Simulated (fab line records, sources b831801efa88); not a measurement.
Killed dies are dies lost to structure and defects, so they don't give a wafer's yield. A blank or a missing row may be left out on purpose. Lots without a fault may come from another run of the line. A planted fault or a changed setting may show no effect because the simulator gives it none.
Problem report in the 8D (eight disciplines) form, filled by code | flow sfq_line | the parts of the form that need people (team, actions taken, sign-off) are left out

1. THE PROBLEM
platen_rpm at SFQ_TRILAYER_I7_CMP_CMP_184 reads a mean of 65.98 rpm on 6 wafers of 2 lots; wafers without a fault read 60.00 rpm with a standard deviation of 0.037. That is +99 or more standard deviations from the usual mean.
The step: polishes SiO2.
First seen on wafer L434.4, day 70 22:04, on cmp-01. The record holds 42 wafers of 14 lots with a number at this step. Rule for "out", or "out of limits": more than 4 standard deviations from the usual mean. The other wafers with a number count as sound.

2. WHAT IT IS AND WHAT IT IS NOT
question                    | is                     | is not
which readings at this step | platen_rpm             | edge_zone_pressure_frac, motor_current_A
which lots                  | L434, L436             | L427, L428, L429, L431, L438, L440, L441, L442, L443, L445, L448, L450
which wafers of those lots  | all that have a number | -
read on which tools         | cmp-01                 | cmp-02
when                        | from day 70 22:04      | up to then (12 sound wafers); but 24 sound wafers of L438, L440, L441, L442, L443, L445, L448, L450 came after

3. SUSPECTS, AND WHAT RULES EACH OUT
Counting: a tool at a process step up to the reading stays a suspect if it ran every lot that is out and no sound lot after the first of them.
- cmp-01 at SFQ_TRILAYER_I7_CMP_CMP_184 (polishes SiO2): ruled out as a lasting fault. Sound lots L438, L440, L443, L448, L450 ran on it after its first lot that is out, L434 (day 70 22:04).
Left after counting: nothing in the record.

4. THE CAUSE (what the simulator had put in)
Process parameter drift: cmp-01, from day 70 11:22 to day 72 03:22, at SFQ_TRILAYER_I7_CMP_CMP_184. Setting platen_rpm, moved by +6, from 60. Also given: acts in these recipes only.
Counting ruled it out, wrongly.

5. THE CHAIN OF EFFECTS, in route order
Each row: a reading whose mean over the struck wafers that have a number lies more than 3 standard deviations from the usual. Only readings for which the record gives a usual standard deviation are gone through. hours: the time from each lot's start at the first step in this table that gives one to its start at this step, as a median over the lots. sigmas: the change in usual standard deviations.
hours | step                        | reading    | usual     | on struck wafers | change | sigmas
0     | SFQ_TRILAYER_I7_CMP_CMP_184 | platen_rpm | 60.00 rpm | 65.98            | +5.98  | +99 or more
The process steps in it:
- SFQ_TRILAYER_I7_CMP_CMP_184: polishes SiO2.

6. WHAT WOULD HAVE CAUGHT IT SOONER
In this record the first reading out of limits was taken at day 70 22:04, 11 hours after the fault began at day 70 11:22.
